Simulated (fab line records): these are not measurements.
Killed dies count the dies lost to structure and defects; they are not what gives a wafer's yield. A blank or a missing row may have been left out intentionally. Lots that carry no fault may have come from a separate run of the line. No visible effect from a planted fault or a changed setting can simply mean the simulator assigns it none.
fab line records :: flow sky130
record
  lots=6
  wafers=18
  last-day=50
route steps=708 shown LDD_LDN@299 SPACER@304 POLY_CUT@307 PAD_OPEN@708
lots with no fault: from the same line, run without faults
start-h: hours from the record's opening day to when the first of the lot's shown wafers began :: wait-h: hours since the lot's step before :: " the same as in the row above :: L1.1+2: one row covering several wafers at once :: - either no value or no given start :: * or withheld: withheld :: < > ~ a bound
route shown NAME@n: NAME is a module with steps in the file, n the number in the route of the first one :: usual: average and standard deviation across the fault-free wafers :: same: alike in all rows :: chamber/n: place in a boat :: sites: the reading at each site :: _std_site: standard deviation across them :: _edge_site: outer sites' mean less inner sites' :: radius-mm: for every site, how far away it sits from the centre of the wafer :: mask NAME#n: copy n :: behind: the tool/chamber that last shaped the wafer :: hold: why the lot went on hold/how many hours it stayed there/how the hold came to an end :: device: whichever transistor did not switch (one of n, p or np) :: end of line: at the end of the route, the tests of the same wafers :: step lacking rows: just its recipe :: killed: the dies lost at the first sort to structure and to defects; this is not the yield of the wafer :: map: dies across one wafer; x = killed, . = not, _ = none there
set.NAME: the setting that was run; set.NAME@STEP: the one run at that earlier step :: model.NAME: the simulator's own value behind a step, which no gauge read
a table for each step, a row for each wafer; lots at some steps of the route
services: a tool's chamber out of use, with start hour (start-h, from the record's first day; less than 0 if before it), hours out, and reason
## steps
# step SKY_LDD_LDN_IMPLANT_10
# recipe
  species=As
  energy-kev=15
  dose-cm2=1.25e+13
  tilt-deg=withheld
  rotation-deg=203
# step SKY_LDD_LDN_IMPLANT_11
# recipe
  species=As
  energy-kev=15
  dose-cm2=1.25e+13
  tilt-deg=withheld
  rotation-deg=293
# step SKY_LDD_LDN_STRIP_12
# recipe
  chemistry=O2/N2
  power-w=1400
  pressure-mtorr=1500
  platen-temp-c=withheld
  o2-flow-sccm=3000
  n2-flow-sccm=300
  overash-fraction=0.5
# usual
  drypump-motor-current-A=6.2/0.44
  oes-product-au=0.715/0.0049
  strip-time-to-endpoint-s=14.20/0.037
lot.wafer: L570.2
tool: plasma-asher-01
chamber: 0
start-h: 530.91
wait-h: 0.1
drypump-motor-current-A: 6.7
oes-product-au: 0.726
rf-hours-counter-h: 9
strip-time-to-endpoint-s: 14.20

lot.wafer: L570.4
tool: plasma-asher-01
chamber: 0
start-h: 530.91
wait-h: 0.1
drypump-motor-current-A: 6.7
oes-product-au: 0.709
rf-hours-counter-h: -
strip-time-to-endpoint-s: 14.21

lot.wafer: L570.5
tool: plasma-asher-01
chamber: 0
start-h: 530.91
wait-h: 0.1
drypump-motor-current-A: 6.7
oes-product-au: 0.717
rf-hours-counter-h: -
strip-time-to-endpoint-s: 14.18

lot.wafer: L576.3
tool: plasma-asher-03
chamber: 0
start-h: 589.24
wait-h: 0.1
drypump-motor-current-A: 5.7
oes-product-au: 0.719
rf-hours-counter-h: -
strip-time-to-endpoint-s: 14.26

lot.wafer: L576.4
tool: plasma-asher-03
chamber: 1
start-h: 589.24
wait-h: 0.1
drypump-motor-current-A: 6.4
oes-product-au: 0.714
rf-hours-counter-h: -
strip-time-to-endpoint-s: 14.24

lot.wafer: L576.5
tool: plasma-asher-03
chamber: 1
start-h: 589.24
wait-h: 0.1
drypump-motor-current-A: 6.4
oes-product-au: 0.719
rf-hours-counter-h: -
strip-time-to-endpoint-s: 14.21

lot.wafer: L579.1
tool: plasma-asher-01
chamber: 1
start-h: 612.45
wait-h: 0.1
drypump-motor-current-A: 6.4
oes-product-au: 0.717
rf-hours-counter-h: 18
strip-time-to-endpoint-s: 14.26

lot.wafer: L579.5
tool: plasma-asher-01
chamber: 1
start-h: 612.45
wait-h: 0.1
drypump-motor-current-A: 6.4
oes-product-au: 0.701
rf-hours-counter-h: -
strip-time-to-endpoint-s: 14.21

lot.wafer: L579.6
tool: plasma-asher-01
chamber: 0
start-h: 612.45
wait-h: 0.1
drypump-motor-current-A: 6.7
oes-product-au: 0.711
rf-hours-counter-h: -
strip-time-to-endpoint-s: 14.22

lot.wafer: L589.1
tool: plasma-asher-01
chamber: 0
start-h: 695.20
wait-h: 0.1
drypump-motor-current-A: 6.7
oes-product-au: 0.709
rf-hours-counter-h: 27
strip-time-to-endpoint-s: 14.13

lot.wafer: L589.2
tool: plasma-asher-01
chamber: 1
start-h: 695.20
wait-h: 0.1
drypump-motor-current-A: 6.4
oes-product-au: 0.721
rf-hours-counter-h: 27
strip-time-to-endpoint-s: 14.17

lot.wafer: L589.6
tool: plasma-asher-01
chamber: 0
start-h: 695.20
wait-h: 0.1
drypump-motor-current-A: 6.7
oes-product-au: 0.711
rf-hours-counter-h: -
strip-time-to-endpoint-s: 14.13

lot.wafer: L591.1
tool: plasma-asher-03
chamber: 1
start-h: 698.29
wait-h: 0.1
drypump-motor-current-A: 6.4
oes-product-au: 0.709
rf-hours-counter-h: 101
strip-time-to-endpoint-s: 14.24

lot.wafer: L591.4
tool: plasma-asher-03
chamber: 0
start-h: 698.29
wait-h: 0.1
drypump-motor-current-A: 5.7
oes-product-au: 0.711
rf-hours-counter-h: -
strip-time-to-endpoint-s: 14.22

lot.wafer: L591.5
tool: plasma-asher-03
chamber: 0
start-h: 698.29
wait-h: 0.1
drypump-motor-current-A: 5.7
oes-product-au: 0.715
rf-hours-counter-h: -
strip-time-to-endpoint-s: 14.21

lot.wafer: L593.1
tool: plasma-asher-02
chamber: 0
start-h: 721.54
wait-h: 0.1
drypump-motor-current-A: 6.0
oes-product-au: 0.720
rf-hours-counter-h: 52
strip-time-to-endpoint-s: 14.22

lot.wafer: L593.2
tool: plasma-asher-02
chamber: 1
start-h: 721.54
wait-h: 0.1
drypump-motor-current-A: 5.4
oes-product-au: 0.712
rf-hours-counter-h: 52
strip-time-to-endpoint-s: 14.19

lot.wafer: L593.3
tool: plasma-asher-02
chamber: 0
start-h: 721.54
wait-h: 0.1
drypump-motor-current-A: 6.0
oes-product-au: 0.713
rf-hours-counter-h: -
strip-time-to-endpoint-s: 14.19
# step SKY_LDD_LDN_TW_MEAS_13
# usual
  LDD_LDN_TW=1485/8.8
lot.wafer: L570.2
tool: film-metro-03
chamber: -
start-h: 531.02
wait-h: 0.1
LDD_LDN_TW: 1485

lot.wafer: L570.4
tool: film-metro-03
chamber: -
start-h: 531.02
wait-h: 0.1
LDD_LDN_TW: 1490

lot.wafer: L570.5
tool: film-metro-03
chamber: -
start-h: 531.02
wait-h: 0.1
LDD_LDN_TW: 1490

lot.wafer: L576.3
tool: film-metro-03
chamber: -
start-h: 589.32
wait-h: 0.1
LDD_LDN_TW: 1469

lot.wafer: L576.4
tool: film-metro-03
chamber: -
start-h: 589.32
wait-h: 0.1
LDD_LDN_TW: 1474

lot.wafer: L576.5
tool: film-metro-03
chamber: -
start-h: 589.32
wait-h: 0.1
LDD_LDN_TW: 1470

lot.wafer: L579.1
tool: film-metro-03
chamber: -
start-h: 612.55
wait-h: 0.1
LDD_LDN_TW: 1481

lot.wafer: L579.5
tool: film-metro-03
chamber: -
start-h: 612.55
wait-h: 0.1
LDD_LDN_TW: 1480

lot.wafer: L579.6
tool: film-metro-03
chamber: -
start-h: 612.55
wait-h: 0.1
LDD_LDN_TW: 1481

lot.wafer: L589.1
tool: film-metro-03
chamber: -
start-h: 695.30
wait-h: 0.1
LDD_LDN_TW: 1497

lot.wafer: L589.2
tool: film-metro-03
chamber: -
start-h: 695.30
wait-h: 0.1
LDD_LDN_TW: 1488

lot.wafer: L589.6
tool: film-metro-03
chamber: -
start-h: 695.30
wait-h: 0.1
LDD_LDN_TW: 1487

lot.wafer: L591.1
tool: film-metro-03
chamber: -
start-h: 698.39
wait-h: 0.1
LDD_LDN_TW: 1483

lot.wafer: L591.4
tool: film-metro-03
chamber: -
start-h: 698.39
wait-h: 0.1
LDD_LDN_TW: 1476

lot.wafer: L591.5
tool: film-metro-03
chamber: -
start-h: 698.39
wait-h: 0.1
LDD_LDN_TW: 1479

lot.wafer: L593.1
tool: film-metro-01
chamber: -
start-h: 721.64
wait-h: 0.1
LDD_LDN_TW: 1465

lot.wafer: L593.2
tool: film-metro-01
chamber: -
start-h: 721.64
wait-h: 0.1
LDD_LDN_TW: 1479

lot.wafer: L593.3
tool: film-metro-01
chamber: -
start-h: 721.64
wait-h: 0.1
LDD_LDN_TW: 1471
# step SKY_LDD_LDN_CLEAN_14
# recipe
  chemistry=SC1/SC2
  mix=1:4:20
  temp-c=70
  time-s=150
  dry=n2-spin
# step SKY_SPACER_CVD_00
# recipe
  material=Si3N4
  precursor=DCS/NH3
  target-thk-nm=43.1
  temp-c=770
  time-s=740
  pressure-mtorr=250
# step SKY_SPACER_THK_MEAS_01
# recipe
  reads=Si3N4_of_SPACER_CVD_00
# usual
  SPACER_CVD_00_THK=43.0/0.4
lot.wafer: L570.2
tool: film-metro-03
chamber: -
start-h: 532.98
wait-h: 0.0
SPACER_CVD_00_THK[nm]: 42.6

lot.wafer: L570.4
tool: film-metro-03
chamber: -
start-h: 532.98
wait-h: 0.0
SPACER_CVD_00_THK[nm]: 42.4

lot.wafer: L570.5
tool: film-metro-03
chamber: -
start-h: 532.98
wait-h: 0.0
SPACER_CVD_00_THK[nm]: 42.7

lot.wafer: L576.3
tool: film-metro-03
chamber: -
start-h: 590.64
wait-h: 0.0
SPACER_CVD_00_THK[nm]: 43.2

lot.wafer: L576.4
tool: film-metro-03
chamber: -
start-h: 590.64
wait-h: 0.0
SPACER_CVD_00_THK[nm]: 42.6

lot.wafer: L576.5
tool: film-metro-03
chamber: -
start-h: 590.64
wait-h: 0.0
SPACER_CVD_00_THK[nm]: 43.2

lot.wafer: L579.1
tool: film-metro-01
chamber: -
start-h: 613.88
wait-h: 0.0
SPACER_CVD_00_THK[nm]: 42.6

lot.wafer: L579.5
tool: film-metro-01
chamber: -
start-h: 613.88
wait-h: 0.0
SPACER_CVD_00_THK[nm]: 42.5

lot.wafer: L579.6
tool: film-metro-01
chamber: -
start-h: 613.88
wait-h: 0.0
SPACER_CVD_00_THK[nm]: 42.5

lot.wafer: L589.1
tool: film-metro-01
chamber: -
start-h: 696.62
wait-h: 0.0
SPACER_CVD_00_THK[nm]: 43.8

lot.wafer: L589.2
tool: film-metro-01
chamber: -
start-h: 696.62
wait-h: 0.0
SPACER_CVD_00_THK[nm]: 43.5

lot.wafer: L589.6
tool: film-metro-01
chamber: -
start-h: 696.62
wait-h: 0.0
SPACER_CVD_00_THK[nm]: 43.3

lot.wafer: L591.1
tool: film-metro-01
chamber: -
start-h: 702.49
wait-h: 0.0
SPACER_CVD_00_THK[nm]: 43.5

lot.wafer: L591.4
tool: film-metro-01
chamber: -
start-h: 702.49
wait-h: 0.0
SPACER_CVD_00_THK[nm]: 43.4

lot.wafer: L591.5
tool: film-metro-01
chamber: -
start-h: 702.49
wait-h: 0.0
SPACER_CVD_00_THK[nm]: 43.6

lot.wafer: L593.1
tool: film-metro-03
chamber: -
start-h: 722.96
wait-h: 0.0
SPACER_CVD_00_THK[nm]: 42.4

lot.wafer: L593.2
tool: film-metro-03
chamber: -
start-h: 722.96
wait-h: 0.0
SPACER_CVD_00_THK[nm]: 42.2

lot.wafer: L593.3
tool: film-metro-03
chamber: -
start-h: 722.96
wait-h: 0.0
SPACER_CVD_00_THK[nm]: 42.6
# step SKY_SPACER_ETCHBACK_02
# recipe
  chemistry=CH3F/O2
  target=Si3N4
  stop-on=SiO2
  source-w=400
  bias-w=80
  pressure-mtorr=25
  ch3f-flow-sccm=40
  O2_flow_sccm=30
  time-s=46.7
  target-depth-a=450
# usual
  O2_flow_sccm=30.00/0.081
  drypump-motor-current-A=5.7/0.38
  oes-product-au=0.853/0.006
  throttle-valve-pct=10.561/0.0092
lot.wafer: L570.2
tool: rie-diel-03
chamber: 3
start-h: 533.03
wait-h: 0.0
O2_flow_sccm: 30.00
drypump-motor-current-A: 6.1
oes-product-au: 0.845
rf-hours-counter-h: 22
throttle-valve-pct: 10.573

lot.wafer: L570.4
tool: rie-diel-03
chamber: 0
start-h: 533.03
wait-h: 0.0
O2_flow_sccm: 29.92
drypump-motor-current-A: 6.0
oes-product-au: 0.844
rf-hours-counter-h: 41
throttle-valve-pct: 10.545

lot.wafer: L570.5
tool: rie-diel-03
chamber: 2
start-h: 533.03
wait-h: 0.0
O2_flow_sccm: 30.01
drypump-motor-current-A: 5.2
oes-product-au: 0.850
rf-hours-counter-h: -
throttle-valve-pct: 10.549

lot.wafer: L576.3
tool: rie-diel-02
chamber: 3
start-h: 590.68
wait-h: 0.0
O2_flow_sccm: 30.01
drypump-motor-current-A: 5.8
oes-product-au: 0.854
rf-hours-counter-h: 30
throttle-valve-pct: 10.560

lot.wafer: L576.4
tool: rie-diel-02
chamber: 1
start-h: 590.68
wait-h: 0.0
O2_flow_sccm: 29.86
drypump-motor-current-A: 5.0
oes-product-au: 0.852
rf-hours-counter-h: -
throttle-valve-pct: 10.567

lot.wafer: L576.5
tool: rie-diel-02
chamber: 2
start-h: 590.68
wait-h: 0.0
O2_flow_sccm: 29.84
drypump-motor-current-A: 5.8
oes-product-au: 0.849
rf-hours-counter-h: -
throttle-valve-pct: 10.579

lot.wafer: L579.1
tool: rie-diel-02
chamber: 2
start-h: 613.94
wait-h: 0.1
O2_flow_sccm: 30.00
drypump-motor-current-A: 5.8
oes-product-au: 0.856
rf-hours-counter-h: 40
throttle-valve-pct: 10.552

lot.wafer: L579.5
tool: rie-diel-02
chamber: 1
start-h: 613.94
wait-h: 0.1
O2_flow_sccm: 30.05
drypump-motor-current-A: 4.9
oes-product-au: 0.847
rf-hours-counter-h: -
throttle-valve-pct: 10.560

lot.wafer: L579.6
tool: rie-diel-02
chamber: 3
start-h: 613.94
wait-h: 0.1
O2_flow_sccm: 29.93
drypump-motor-current-A: 5.8
oes-product-au: 0.849
rf-hours-counter-h: -
throttle-valve-pct: 10.569

lot.wafer: L589.1
tool: rie-diel-02
chamber: 2
start-h: 696.68
wait-h: 0.1
O2_flow_sccm: 30.01
drypump-motor-current-A: 5.8
oes-product-au: 0.863
rf-hours-counter-h: 42
throttle-valve-pct: 10.558

lot.wafer: L589.2
tool: rie-diel-02
chamber: 3
start-h: 696.68
wait-h: 0.1
O2_flow_sccm: 30.00
drypump-motor-current-A: 5.9
oes-product-au: 0.850
rf-hours-counter-h: 33
throttle-valve-pct: 10.584

lot.wafer: L589.6
tool: rie-diel-02
chamber: 1
start-h: 696.68
wait-h: 0.1
O2_flow_sccm: 30.05
drypump-motor-current-A: 5.0
oes-product-au: 0.855
rf-hours-counter-h: -
throttle-valve-pct: 10.562

lot.wafer: L591.1
tool: rie-diel-03
chamber: 1
start-h: 702.55
wait-h: 0.1
O2_flow_sccm: 30.02
drypump-motor-current-A: 5.4
oes-product-au: 0.851
rf-hours-counter-h: 12
throttle-valve-pct: 10.548

lot.wafer: L591.4
tool: rie-diel-03
chamber: 2
start-h: 702.55
wait-h: 0.1
O2_flow_sccm: 30.02
drypump-motor-current-A: 5.2
oes-product-au: 0.862
rf-hours-counter-h: 8
throttle-valve-pct: 10.561

lot.wafer: L591.5
tool: rie-diel-03
chamber: 3
start-h: 702.55
wait-h: 0.1
O2_flow_sccm: 29.93
drypump-motor-current-A: 6.2
oes-product-au: 0.864
rf-hours-counter-h: -
throttle-valve-pct: 10.548

lot.wafer: L593.1
tool: rie-diel-03
chamber: 3
start-h: 723.02
wait-h: 0.1
O2_flow_sccm: 30.04
drypump-motor-current-A: 6.2
oes-product-au: 0.853
rf-hours-counter-h: 26
throttle-valve-pct: 10.555

lot.wafer: L593.2
tool: rie-diel-03
chamber: 0
start-h: 723.02
wait-h: 0.1
O2_flow_sccm: 30.08
drypump-motor-current-A: 6.0
oes-product-au: 0.841
rf-hours-counter-h: 44
throttle-valve-pct: 10.561

lot.wafer: L593.3
tool: rie-diel-03
chamber: 2
start-h: 723.02
wait-h: 0.1
O2_flow_sccm: 30.09
drypump-motor-current-A: 5.2
oes-product-au: 0.847
rf-hours-counter-h: 8
throttle-valve-pct: 10.568
# step SKY_POLY_CUT_DEHYDRATE_00
# recipe
  temp-c=200
  time-s=60
# step SKY_POLY_CUT_HMDS_01
# recipe
  prime-time-s=60
  prime-temp-c=120
# step SKY_POLY_CUT_COAT_02
# recipe
  resist=BARC
  temp-c=withheld
  time-s=withheld
  spin-rpm=3000
  resist-thk-nm=60
# step SKY_POLY_CUT_COAT_03
# recipe
  resist=KrF-thick
  spin-rpm=3000
  resist-thk-nm=450
# step SKY_POLY_CUT_SOFTBAKE_04
# recipe
  temp-c=100
  time-s=90
  resist=KrF-thick
# usual
  run-length-s=119.02/0.22
lot.wafer: L570.2
tool: litho-track-03
chamber: 0
start-h: 547
wait-h: -
run-length-s: 118.97

lot.wafer: L570.4
tool: litho-track-03
chamber: 0
start-h: 547
wait-h: -
run-length-s: 119.13

lot.wafer: L570.5
tool: litho-track-03
chamber: 0
start-h: 547
wait-h: -
run-length-s: 119.07

lot.wafer: L576.3
tool: litho-track-04
chamber: 0
start-h: 605
wait-h: -
run-length-s: 123.04

lot.wafer: L576.4
tool: litho-track-04
chamber: 0
start-h: 605
wait-h: -
run-length-s: 123.28

lot.wafer: L576.5
tool: litho-track-04
chamber: 0
start-h: 605
wait-h: -
run-length-s: 123.03

lot.wafer: L579.1
tool: litho-track-04
chamber: 0
start-h: 629
wait-h: -
run-length-s: 122.87

lot.wafer: L579.5
tool: litho-track-04
chamber: 0
start-h: 629
wait-h: -
run-length-s: 122.99

lot.wafer: L579.6
tool: litho-track-04
chamber: 0
start-h: 629
wait-h: -
run-length-s: 123.00

lot.wafer: L589.1
tool: litho-track-04
chamber: 0
start-h: 710
wait-h: -
run-length-s: 119.17

lot.wafer: L589.2
tool: litho-track-04
chamber: 0
start-h: 710
wait-h: -
run-length-s: 119.20

lot.wafer: L589.6
tool: litho-track-04
chamber: 0
start-h: 710
wait-h: -
run-length-s: 119.23

lot.wafer: L591.1
tool: litho-track-03
chamber: 0
start-h: 716
wait-h: -
run-length-s: 119.08

lot.wafer: L591.4
tool: litho-track-03
chamber: 0
start-h: 716
wait-h: -
run-length-s: 118.91

lot.wafer: L591.5
tool: litho-track-03
chamber: 0
start-h: 716
wait-h: -
run-length-s: 118.85

lot.wafer: L593.1
tool: litho-track-04
chamber: 0
start-h: 735
wait-h: -
run-length-s: 119.12

lot.wafer: L593.2
tool: litho-track-04
chamber: 0
start-h: 735
wait-h: -
run-length-s: 119.12

lot.wafer: L593.3
tool: litho-track-04
chamber: 0
start-h: 735
wait-h: -
run-length-s: 119.16
# step SKY_POLY_CUT_EXPOSE_05
# recipe
  mask-id=NPCM
  na=0.8
  source-shape=annular
  sigma-inner=0.55
  sigma-outer=0.85
  target-cd-nm=270
  dose-mj=32
# step SKY_PAD_OPEN_PROBE_99
# usual
  killed_at_M0_to_M3=44/6.8
  killed_at_M4_up=2.9/1.7
  killed-at-contacts=24/5.2
  killed-at-front-end=15/4
  killed-at-other=0.2/0.44
  killed-dies=86/9.9
  killed-open=47/7.9
  killed-short=39/6.3
# same
  gross-dies=492
  killed-at-back-side=0
lot.wafer: L579.1
tool: prober-02
chamber: -
start-h: 1138.79
wait-h: 0.1
killed_at_M0_to_M3: 46
killed_at_M4_up: 4
killed-at-contacts: 28
killed-at-front-end: 17
killed-at-other: 0
killed-dies: 95
killed-open: 52
killed-short: 43

lot.wafer: L579.5
tool: prober-02
chamber: -
start-h: 1138.99
wait-h: 0.2
killed_at_M0_to_M3: 45
killed_at_M4_up: 4
killed-at-contacts: 33
killed-at-front-end: 18
killed-at-other: 0
killed-dies: 100
killed-open: 46
killed-short: 53

lot.wafer: L579.6
tool: prober-02
chamber: -
start-h: 1139.04
wait-h: 0.2
killed_at_M0_to_M3: 44
killed_at_M4_up: 0
killed-at-contacts: 21
killed-at-front-end: 19
killed-at-other: 0
killed-dies: 84
killed-open: 44
killed-short: 40

lot.wafer: L591.1
tool: prober-02
chamber: -
start-h: 1192.84
wait-h: 0.1
killed_at_M0_to_M3: 37
killed_at_M4_up: 4
killed-at-contacts: 33
killed-at-front-end: 18
killed-at-other: 0
killed-dies: 92
killed-open: 54
killed-short: 38

lot.wafer: L591.4
tool: prober-02
chamber: -
start-h: 1192.99
wait-h: 0.2
killed_at_M0_to_M3: 49
killed_at_M4_up: 1
killed-at-contacts: 18
killed-at-front-end: 19
killed-at-other: 0
killed-dies: 87
killed-open: 47
killed-short: 40

lot.wafer: L591.5
tool: prober-02
chamber: -
start-h: 1193.04
wait-h: 0.2
killed_at_M0_to_M3: 40
killed_at_M4_up: 3
killed-at-contacts: 23
killed-at-front-end: 14
killed-at-other: 0
killed-dies: 80
killed-open: 42
killed-short: 38
# killed by level:class
L579.1 VIA1:geometric-particle:open=13 VIA3:geometric-particle:open=11 CONTACT:geometric-particle:open=10 VIA1:geometric-particle:short=10 LOCAL_INTERCONNECT:geometric-particle:short=8 FIELD_ISO:geometric-particle:open=5 FIELD_ISO:geometric-particle:short=4 LI_CONTACT:geometric-particle:open=4
L579.5 VIA1:geometric-particle:open=16 LOCAL_INTERCONNECT:geometric-particle:short=9 LI_CONTACT:geometric-particle:short=8 LI_CONTACT:geometric-particle:open=7 VIA2:geometric-particle:open=7 VIA1:geometric-particle:short=6 CONTACT:geometric-particle:open=5 METAL1:geometric-particle:short=5
L579.6 CONTACT:geometric-particle:open=9 VIA1:geometric-particle:open=9 METAL1:geometric-particle:short=7 POLY_GATE:geometric-particle:open=5 POLY_GATE:geometric-particle:short=5 LOCAL_INTERCONNECT:geometric-particle:short=5 LI_CONTACT:geometric-particle:open=5 METAL2:geometric-particle:short=5
L591.1 CONTACT:geometric-particle:open=12 VIA3:geometric-particle:open=9 VIA1:geometric-particle:open=8 VIA2:geometric-particle:open=7 LI_CONTACT:geometric-particle:open=7 FIELD_ISO:geometric-particle:short=6 FIELD_ISO:geometric-particle:open=6 CONTACT:geometric-particle:short=6
L591.4 VIA1:geometric-particle:open=11 VIA2:geometric-particle:open=9 METAL1:geometric-particle:short=8 CONTACT:geometric-particle:open=7 VIA3:geometric-particle:open=7 POLY_GATE:geometric-particle:short=6 FIELD_ISO:geometric-particle:open=4 FIELD_ISO:geometric-particle:short=4
L591.5 CONTACT:geometric-particle:open=12 VIA2:geometric-particle:open=8 METAL1:geometric-particle:short=7 VIA1:geometric-particle:open=6 CONTACT:geometric-particle:short=6 POLY_GATE:geometric-particle:short=5 VIA3:geometric-particle:open=5 POLY_GATE:geometric-particle:open=4
## services
tool: plasma-asher-02
chamber: -
start-h: 529.83
hours: 2.2
kind: repair

tool: rie-diel-03
chamber: 2
start-h: 568.53
hours: 7.1
kind: repair

tool: rie-diel-02
chamber: 0
start-h: 587.78
hours: 34.2
kind: repair

tool: plasma-asher-02
chamber: -
start-h: 626.74
hours: 6.2
kind: repair

tool: plasma-asher-03
chamber: -
start-h: 641.31
hours: 2.7
kind: repair

tool: plasma-asher-02
chamber: -
start-h: 646.68
hours: 10.2
kind: repair

tool: rie-diel-02
chamber: 0
start-h: 684.00
hours: -
kind: clean

tool: rie-diel-02
chamber: 0
start-h: 684.00
hours: 35.9
kind: scheduled-down

tool: rie-diel-02
chamber: 0
start-h: 684.00
hours: 35.9
kind: vent-cycle

tool: plasma-asher-02
chamber: -
start-h: 696.33
hours: 14.6
kind: pm

tool: rie-diel-03
chamber: 1
start-h: 707.61
hours: 32.4
kind: repair

tool: rie-diel-03
chamber: -
start-h: 727.40
hours: 0.9
kind: repair

tool: plasma-asher-03
chamber: -
start-h: 733.75
hours: 9.0
kind: pm

tool: plasma-asher-03
chamber: 0
start-h: 733.75
hours: 9.0
kind: vent-cycle

tool: plasma-asher-03
chamber: 1
start-h: 733.75
hours: 9.0
kind: vent-cycle
## key
first-sign
  step=SKY_POLY_CUT_SOFTBAKE_04
  reading=run-length-s
  direction=up
  sigmas=18
  usual=*
  struck=*
effect none on later readings
met-at SKY_POLY_CUT_SOFTBAKE_04
struck-wafers L576.3,L576.4,L576.5,L579.1,L579.5,L579.6
tester-left-out L576,L579
fault
  kind=process-parameter-drift
  tool=litho-track-04
  chamber=-
  onset-h=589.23
  steps=SKY_POLY_CUT_SOFTBAKE_04
  channel=time-s
  offset=*
  shape=step
  end-h=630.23
  acts-in=*
  stated=*
# tester-left-out: of these lots the tester's yield and bins aren't shown, on N5 and GAA mostly nor the transistor test; their killed dies are dies lost to structure and defects alone, not to doping, threshold or leakage, so they don't give the yield
